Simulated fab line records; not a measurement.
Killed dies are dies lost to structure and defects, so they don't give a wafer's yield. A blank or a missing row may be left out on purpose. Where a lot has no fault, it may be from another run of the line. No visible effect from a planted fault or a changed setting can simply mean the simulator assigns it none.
fab line records	flow sfq-line
record lots=15	wafers=45	last-day=100
route steps=325 shown M3@119 M5@207 R5@216 M7@292
lots that met no fault: from a run of the same line without faults
start-h: hours from the record's opening day to when the first of the lot's shown wafers began	wait-h: hours from the lot's prior step to this one	" same as the row above	L1.1+2: one row covering several wafers at once	- no value present, or no start provided	* or withheld: withheld	< > ~ a bound
route shown NAME@n: names a module that has steps shown in the file, with the first one's number in the route	usual: mean/standard deviation of fault-free wafers	same: alike in all rows	chamber/n: place in a boat	sites: the reading at each site	_std_site: standard deviation across them	_edge_site: inner sites' mean taken away from outer sites' mean	radius-mm: for every site, how far away it sits from the centre of the wafer	mask NAME#n: copy n	behind: tool/chamber where the wafer was last shaped	hold: what put the lot on hold/how long, in hours/how the hold closed	device: transistor that didn't switch, given as n, p or np	end of line: the same wafers' tests at the end of the route	a step with no rows: only its recipe	killed: dies lost to structure and defects at the first sort, not the wafer's yield	map: the dies of a wafer, with x for killed, . for not killed, _ for no die there
set.NAME: the setting that was run; set.NAME@STEP: the one run at that earlier step	model.NAME: the simulator's own value behind a step, which no gauge read
the route's steps for a sample of lots (tables are steps, rows are wafers)
services: from which hour (start-h, from the record's first day; less than 0 if before it) a tool's chamber was out of use, for how many hours, and why
## steps
# step SFQ_TRILAYER_M3_DEP_SPUTTER_073
# recipe material=Nb	base-pressure-pa=1.33e-06	chamber-pressure-pa=0.1333	substrate-temp-c=20	resputter-cathode-voltage-v=400	target-thk-nm=200	power-w=2000	time-s=133.3
# usual cathode-dc-power-W=2000.0/0.37	throttle-valve-pct=30.0/1.2
lot.wafer	tool	chamber	start-h	wait-h	cathode-dc-power-W	throttle-valve-pct
L520.1	pvd-sputter-05	-	1039.06	0.0	2000.0	31.1
L520.2	"	-	"	"	2000.5	28.6
L520.3	"	-	"	"	1999.8	29.8
L522.2	pvd-sputter-05	-	1071.88	0.0	1875.8	28.9
L522.4	"	-	"	"	1876.3	29.6
L522.6	"	-	"	"	1875.5	29.2
L523.2	pvd-sputter-05	-	1077.86	0.0	1876.0	31.1
L523.3	"	-	"	"	1875.6	29.7
L523.6	"	-	"	"	1875.9	28.7
L524.2	pvd-sputter-05	-	1085.08	0.0	1875.7	31.0
L524.4	"	-	"	"	1875.8	29.6
L524.6	"	-	"	"	1875.4	31.1
L532.1	pvd-sputter-06	-	1189.02	0.0	1999.4	29.9
L532.3	"	-	"	"	1999.4	29.7
L532.5	"	-	"	"	2000.0	29.3
L533.1	pvd-sputter-04	-	1193.82	0.0	1999.9	30.5
L533.5	"	-	"	"	1999.9	29.4
L533.6	"	-	"	"	2000.2	28.4
L534.1	pvd-sputter-05	-	1201.20	0.0	2000.3	30.9
L534.2	"	-	"	"	1999.6	28.4
L534.5	"	-	"	"	2000.2	29.3
L535.2	pvd-sputter-04	-	1204.62	0.0	1999.5	28.2
L535.3	"	-	"	"	2000.2	29.4
L535.4	"	-	"	"	2000.3	28.9
L536.1	pvd-sputter-05	-	1211.82	0.0	2000.4	29.3
L536.5	"	-	"	"	1999.4	29.7
L536.6	"	-	"	"	2000.0	31.2
L537.1	pvd-sputter-06	-	1213.22	0.0	1999.9	29.8
L537.4	"	-	"	"	2000.3	32.9
L537.6	"	-	"	"	2000.4	32.9
L538.3	pvd-sputter-05	-	1229.82	0.0	2000.3	28.7
L538.5	"	-	"	"	2000.0	28.9
L538.6	"	-	"	"	1999.8	29.3
L539.3	pvd-sputter-04	-	1232.22	0.0	2000.4	28.6
L539.4	"	-	"	"	2000.5	30.4
L539.6	"	-	"	"	1999.9	29.3
L541.2	pvd-sputter-06	-	1245.55	0.0	2000.2	32.4
L541.3	"	-	"	"	1999.2	30.3
L541.4	"	-	"	"	2000.0	29.3
L542.1	pvd-sputter-06	-	1265.95	0.0	2000.2	32.5
L542.4	"	-	"	"	1999.3	30.0
L542.5	"	-	"	"	2000.2	29.4
L543.1	pvd-sputter-04	-	1275.55	0.0	1999.5	30.4
L543.3	"	-	"	"	2000.9	29.0
L543.6	"	-	"	"	2000.0	29.0
# step SFQ_M3_RS_MEAS_919
# recipe thk-meas-gauge=four-point-probe	reads=Nb_of_TRILAYER_M3_DEP_SPUTTER_073
# usual M3_NB_RS=0.889/0.01
lot.wafer	tool	chamber	start-h	wait-h	M3_NB_RS[ohm/sq]
L520.1	film-metro-03	-	1039.15	0.0	0.882
L520.2	"	-	"	"	0.880
L520.3	"	-	"	"	0.883
L522.2	film-metro-01	-	1071.99	0.1	0.955
L522.4	"	-	"	"	0.946
L522.6	"	-	"	"	0.945
L523.2	film-metro-03	-	1077.97	0.1	0.937
L523.3	"	-	"	"	0.943
L523.6	"	-	"	"	0.936
L524.2	film-metro-03	-	1085.19	0.1	0.948
L524.4	"	-	"	"	0.951
L524.6	"	-	"	"	0.948
L532.1	film-metro-01	-	1189.11	0.0	0.893
L532.3	"	-	"	"	0.891
L532.5	"	-	"	"	0.893
L533.1	film-metro-01	-	1193.91	0.0	0.871
L533.5	"	-	"	"	0.880
L533.6	"	-	"	"	0.870
L534.1	film-metro-04	-	1201.30	0.0	0.895
L534.2	"	-	"	"	0.895
L534.5	"	-	"	"	0.905
L535.2	film-metro-03	-	1204.73	0.1	0.867
L535.3	"	-	"	"	0.871
L535.4	"	-	"	"	0.873
L536.1	film-metro-01	-	1211.91	0.0	0.886
L536.5	"	-	"	"	0.891
L536.6	"	-	"	"	0.878
L537.1	film-metro-01	-	1213.31	0.0	0.898
L537.4	"	-	"	"	0.911
L537.6	"	-	"	"	0.904
L538.3	film-metro-01	-	1229.95	0.1	0.895
L538.5	"	-	"	"	0.893
L538.6	"	-	"	"	0.901
L539.3	film-metro-04	-	1232.35	0.1	0.879
L539.4	"	-	"	"	0.878
L539.6	"	-	"	"	0.871
L541.2	film-metro-03	-	1245.66	0.1	0.899
L541.3	"	-	"	"	0.899
L541.4	"	-	"	"	0.891
L542.1	film-metro-03	-	1266.04	0.0	0.906
L542.4	"	-	"	"	0.900
L542.5	"	-	"	"	0.891
L543.1	film-metro-04	-	1275.64	0.0	0.874
L543.3	"	-	"	"	0.878
L543.6	"	-	"	"	0.882
# step SFQ_TRILAYER_M3_ETCH_METAL_ETCH_078
# recipe target=Nb	stop-on=SiO2	mask-material=PR	chemistry=Cl2/Ar	target-depth-nm=240	icp-w=600	bias-w=80	pressure-mtorr=10	time-s=120
# usual drypump-motor-current-A=5.9/0.45	oes-product-au=0.895/0.007
lot.wafer	tool	chamber	start-h	wait-h	drypump-motor-current-A	oes-product-au	rf-hours-counter-h
L520.1	rie-metal-03	0	1041.74	0.1	6.0	0.900	82
L520.2	"	0	"	"	6.0	0.903	-
L520.3	"	0	"	"	6.0	0.898	-
L522.2	rie-metal-02	0	1074.49	0.0	5.6	0.860	28
L522.4	"	1	"	"	6.4	0.860	-
L522.6	"	1	"	"	6.4	0.867	-
L523.2	rie-metal-03	0	1081.08	0.0	6.0	0.872	89
L523.3	"	1	"	"	5.3	0.864	-
L523.6	"	0	"	"	6.0	0.864	-
L524.2	rie-metal-02	1	1087.69	0.0	6.3	0.867	65
L524.4	"	1	"	"	6.4	0.860	-
L524.6	"	0	"	"	5.6	0.864	-
L532.1	rie-metal-03	0	1191.64	0.0	6.0	0.888	101
L532.3	"	1	"	"	5.3	0.889	-
L532.5	"	1	"	"	5.3	0.892	-
L533.1	rie-metal-03	1	1196.69	0.0	5.3	0.899	16
L533.5	"	0	"	"	6.0	0.890	-
L533.6	"	1	"	"	5.3	0.905	-
L534.1	rie-metal-02	1	1203.90	0.0	6.3	0.894	80
L534.2	"	0	"	"	5.6	0.892	45
L534.5	"	0	"	"	5.6	0.889	-
L535.2	rie-metal-04	1	1208.65	0.0	6.1	0.905	107
L535.3	"	1	"	"	6.1	0.898	-
L535.4	"	0	"	"	6.7	0.902	-
L536.1	rie-metal-03	1	1215.91	0.1	5.2	0.891	19
L536.5	"	1	"	"	5.2	0.893	-
L536.6	"	1	"	"	5.3	0.892	-
L537.1	rie-metal-04	0	1219.45	0.0	6.7	0.893	82
L537.4	"	0	"	"	6.7	0.879	-
L537.6	"	0	"	"	6.7	0.888	-
L538.3	rie-metal-04	1	1232.48	0.1	6.1	0.901	-
L538.5	"	0	"	"	6.7	0.896	-
L538.6	"	1	"	"	6.1	0.885	-
L539.3	rie-metal-03	1	1234.88	0.1	5.2	0.897	-
L539.4	"	0	"	"	6.0	0.899	-
L539.6	"	0	"	"	6.0	0.904	-
L541.2	rie-metal-04	1	1248.89	0.0	6.1	0.881	114
L541.3	"	1	"	"	6.1	0.893	-
L541.4	"	0	"	"	6.7	0.894	-
L542.1	rie-metal-02	0	1268.57	0.0	5.6	0.879	53
L542.4	"	0	"	"	5.6	0.889	-
L542.5	"	1	"	"	6.3	0.892	-
L543.1	rie-metal-02	0	1409.17	0.0	5.6	0.898	71
L543.3	"	1	"	"	6.4	0.906	-
L543.6	"	1	"	"	6.3	0.900	-
# step SFQ_TRILAYER_M5_STRIP_STRIP_127
# recipe gas=O2	power-w=200	platen-temp-c=40	overash-fraction=0.65	chemistry=O2	pressure-mtorr=50
# usual drypump-motor-current-A=6.0/0.38	oes-product-au=1.008/0.0091
lot.wafer	tool	chamber	start-h	wait-h	drypump-motor-current-A	oes-product-au	rf-hours-counter-h
L520.1	rie-metal-04	0	1484.59	0.1	6.7	1.009	119
L520.2	"	1	"	"	6.1	1.006	22
L520.3	"	1	"	"	6.1	1.008	-
L522.2	rie-metal-02	1	1512.57	0.1	6.3	1.008	123
L522.4	"	1	"	"	6.3	1.010	-
L522.6	"	1	"	"	6.3	1.022	-
L523.2	rie-metal-01	0	1520.22	0.5	5.8	0.997	-
L523.3	"	0	"	"	5.8	1.006	-
L523.6	"	0	"	"	5.8	0.995	-
L524.2	rie-metal-01	0	1526.22	0.5	5.8	1.004	-
L524.4	"	0	"	"	5.8	0.999	-
L524.6	"	0	"	"	5.8	0.999	-
L532.1	rie-metal-02	1	1659.49	0.1	6.4	1.021	18
L532.3	"	0	"	"	5.6	1.016	-
L532.5	"	1	"	"	6.4	1.016	-
L533.1	rie-metal-01	1	1665.49	0.1	5.5	0.995	20
L533.5	"	0	"	"	5.8	1.014	-
L533.6	"	1	"	"	5.5	0.994	-
L534.1	rie-metal-02	1	1675.09	0.1	6.4	1.013	20
L534.2	"	0	"	"	5.7	1.020	116
L534.5	"	0	"	"	5.6	1.005	-
L535.2	rie-metal-01	0	1679.54	0.1	5.8	1.006	62
L535.3	"	1	"	"	5.5	1.001	-
L535.4	"	0	"	"	5.8	1.013	-
L536.1	rie-metal-04	1	1684.34	0.1	6.1	1.016	65
L536.5	"	1	"	"	6.1	1.010	-
L536.6	"	0	"	"	6.7	1.012	-
L537.1	rie-metal-04	1	1687.94	0.1	6.1	1.004	65
L537.4	"	1	"	"	6.1	1.015	-
L537.6	"	0	"	"	6.7	1.009	-
L538.3	rie-metal-01	1	1692.94	0.3	5.5	0.993	-
L538.5	"	0	"	"	5.8	0.992	-
L538.6	"	1	"	"	5.5	0.989	-
L539.3	rie-metal-04	0	1694.14	0.3	6.7	1.008	-
L539.4	"	1	"	"	6.1	1.009	-
L539.6	"	1	"	"	6.1	1.014	-
L541.2	rie-metal-02	1	1704.86	0.1	6.3	1.003	25
L541.3	"	0	"	"	5.6	1.008	-
L541.4	"	1	"	"	6.3	1.008	-
L542.1	rie-metal-02	0	1707.26	0.1	5.6	1.006	121
L542.4	"	1	"	"	6.3	0.998	-
L542.5	"	1	"	"	6.3	1.010	-
L543.1	rie-metal-02	1	1735.50	0.1	6.3	1.007	29
L543.3	"	0	"	"	5.6	1.009	-
L543.6	"	0	"	"	5.6	1.007	-
# step SFQ_R5_THK_MEAS_934
# recipe thk-meas-gauge=xrf	reads=MoNx_of_TRILAYER_R5_DEP_SPUTTER_133
# usual R5_MONX_THK=39.6/0.55
lot.wafer	tool	chamber	start-h	wait-h	R5_MONX_THK[nm]
L520.1	film-metro-01	-	1492.65	0.1	40.4
L520.2	"	-	"	"	40.2
L520.3	"	-	"	"	40.4
L522.2	film-metro-01	-	1521.23	0.1	39.2
L522.4	"	-	"	"	39.5
L522.6	"	-	"	"	39.0
L523.2	film-metro-01	-	1527.23	0.1	39.9
L523.3	"	-	"	"	40.1
L523.6	"	-	"	"	39.7
L524.2	film-metro-01	-	1533.23	0.1	40.3
L524.4	"	-	"	"	39.8
L524.6	"	-	"	"	40.0
L532.1	film-metro-01	-	1664.76	0.1	39.6
L532.3	"	-	"	"	39.4
L532.5	"	-	"	"	39.4
L533.1	film-metro-02	-	1670.76	0.1	40.4
L533.5	"	-	"	"	39.6
L533.6	"	-	"	"	39.9
L534.1	film-metro-01	-	1680.36	0.1	39.7
L534.2	"	-	"	"	38.5
L534.5	"	-	"	"	39.2
L535.2	film-metro-02	-	1684.83	0.1	40.0
L535.3	"	-	"	"	39.8
L535.4	"	-	"	"	39.5
L536.1	film-metro-02	-	1689.62	0.1	40.0
L536.5	"	-	"	"	38.5
L536.6	"	-	"	"	39.3
L537.1	film-metro-04	-	1693.26	0.1	38.8
L537.4	"	-	"	"	38.4
L537.6	"	-	"	"	38.3
L538.3	film-metro-01	-	1698.04	0.1	40.1
L538.5	"	-	"	"	39.9
L538.6	"	-	"	"	39.9
L539.3	film-metro-01	-	1699.28	0.1	40.2
L539.4	"	-	"	"	40.1
L539.6	"	-	"	"	40.2
L541.2	film-metro-02	-	1710.15	0.1	39.5
L541.3	"	-	"	"	40.4
L541.4	"	-	"	"	40.5
L542.1	film-metro-01	-	1713.14	0.1	39.2
L542.4	"	-	"	"	38.8
L542.5	"	-	"	"	39.0
L543.1	film-metro-04	-	1740.78	0.1	39.9
L543.3	"	-	"	"	39.8
L543.6	"	-	"	"	39.5
# step SFQ_TRILAYER_M7_BARC_OPEN_METAL_ETCH_229
# recipe mask-material=PR	chemistry=O2	target-depth-nm=125	target=BARC	icp-w=600	bias-w=80	pressure-mtorr=10	time-s=41.7
# usual drypump-motor-current-A=5.7/0.41	oes-product-au=0.685/0.0046
lot.wafer	tool	chamber	start-h	wait-h	drypump-motor-current-A	oes-product-au	rf-hours-counter-h
L520.1	rie-metal-01	1	1910.88	0.0	5.4	0.685	54
L520.2	"	0	"	"	5.8	0.688	93
L520.3	"	1	"	"	5.4	0.687	-
L522.2	rie-metal-02	1	1942.21	0.0	6.3	0.683	53
L522.4	"	1	"	"	6.3	0.676	-
L522.6	"	1	"	"	6.3	0.692	-
L523.2	rie-metal-02	1	1944.61	0.0	6.4	0.682	53
L523.3	"	0	"	"	5.6	0.683	-
L523.6	"	1	"	"	6.4	0.682	-
L524.2	rie-metal-03	1	1948.23	0.0	5.3	0.686	-
L524.4	"	1	"	"	5.2	0.685	-
L524.6	"	1	"	"	5.3	0.681	-
L532.1	rie-metal-02	0	2177.40	0.0	5.5	0.680	48
L532.3	"	0	"	"	5.6	0.687	-
L532.5	"	1	"	"	6.4	0.686	-
L533.1	rie-metal-03	1	2183.40	0.0	5.3	0.688	21
L533.5	"	1	"	"	5.3	0.680	-
L533.6	"	1	"	"	5.3	0.683	-
L534.1	rie-metal-01	1	2193.00	0.0	5.5	0.683	82
L534.2	"	0	"	"	5.8	0.687	127
L534.5	"	1	"	"	5.5	0.679	-
L535.2	rie-metal-02	1	2201.40	0.0	6.3	0.684	90
L535.3	"	1	"	"	6.4	0.686	-
L535.4	"	0	"	"	5.6	0.687	-
L536.1	rie-metal-02	1	2206.20	0.0	6.4	0.686	90
L536.5	"	0	"	"	5.6	0.690	-
L536.6	"	1	"	"	6.3	0.684	-
L537.1	rie-metal-03	1	2207.40	0.0	5.3	0.687	25
L537.4	"	1	"	"	5.3	0.684	-
L537.6	"	0	"	"	6.0	0.688	-
L538.3	rie-metal-02	1	2211.02	0.0	6.4	0.688	-
L538.5	"	0	"	"	5.5	0.685	-
L538.6	"	1	"	"	6.4	0.687	-
L539.3	rie-metal-02	1	2213.42	0.0	6.4	0.685	-
L539.4	"	0	"	"	5.6	0.692	-
L539.6	"	0	"	"	5.6	0.680	-
L541.2	rie-metal-02	1	2232.45	0.0	6.4	0.684	93
L541.3	"	0	"	"	5.6	0.686	-
L541.4	"	1	"	"	6.3	0.689	-
L542.1	rie-metal-03	0	2237.25	0.0	6.0	0.680	5
L542.4	"	1	"	"	5.3	0.686	-
L542.5	"	0	"	"	6.0	0.682	-
L543.1	rie-metal-02	0	2244.45	0.0	5.6	0.684	55
L543.3	"	1	"	"	6.3	0.678	-
L543.6	"	1	"	"	6.4	0.682	-
## services
tool	chamber	start-h	hours	kind
rie-metal-02	-	1015.17	1.4	pm
rie-metal-04	-	1031.79	0.5	repair
rie-metal-04	1	1036.93	46.9	repair
rie-metal-02	-	1052.81	0.2	repair
rie-metal-02	-	1136.61	0.9	repair
rie-metal-03	-	1307.62	11.0	repair
rie-metal-04	-	1335.74	2.8	pm
rie-metal-03	-	1352.48	0.8	repair
rie-metal-03	-	1359.54	0.2	repair
rie-metal-02	-	1366.26	2.8	pm
rie-metal-02	1	1373.43	2.6	repair
rie-metal-04	0	1399.92	19.3	repair
rie-metal-02	1	1458.45	2.2	repair
rie-metal-03	1	1474.67	3.4	repair
rie-metal-02	0	1495.85	15.1	repair
rie-metal-03	-	1522.90	10.0	pm
rie-metal-04	0	1590.23	15.3	repair
rie-metal-04	0	1630.51	16.6	repair
rie-metal-02	-	1688.57	1.2	repair
rie-metal-03	-	1736.39	1.4	pm
rie-metal-03	0	1929.31	23.4	repair
rie-metal-03	-	1972.08	2.8	pm
rie-metal-02	-	2020.10	0.9	repair
rie-metal-02	0	2138.54	18.1	repair
## key
first-sign step=SFQ_TRILAYER_M3_DEP_SPUTTER_073	reading=cathode-dc-power-W	direction=down	sigmas=99+	usual=2000.0	struck=1875.8
effect step=SFQ_M3_RS_MEAS_919	reading=M3_NB_RS	direction=up	sigmas=5.5	usual=0.889	struck=0.945
effect step=SFQ_TRILAYER_M3_ETCH_METAL_ETCH_078	reading=oes-product-au	direction=down	sigmas=4.4	usual=0.895	struck=0.864
met-at SFQ_TRILAYER_M3_DEP_SPUTTER_073
struck-lots L522,L523,L524
not-acting-at SFQ_TRILAYER_M5_STRIP_STRIP_127,SFQ_R5_THK_MEAS_934,SFQ_TRILAYER_M7_BARC_OPEN_METAL_ETCH_229
onset-between 1039.06 1071.88
fault kind=process-parameter-drift	tool=pvd-sputter-05	chamber=-	onset-h=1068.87	steps=SFQ_TRILAYER_M3_DEP_SPUTTER_073	channel=power-w	offset=-124.25	shape=step	end-h=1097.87	acts-in=these-recipes-only	stated=2000
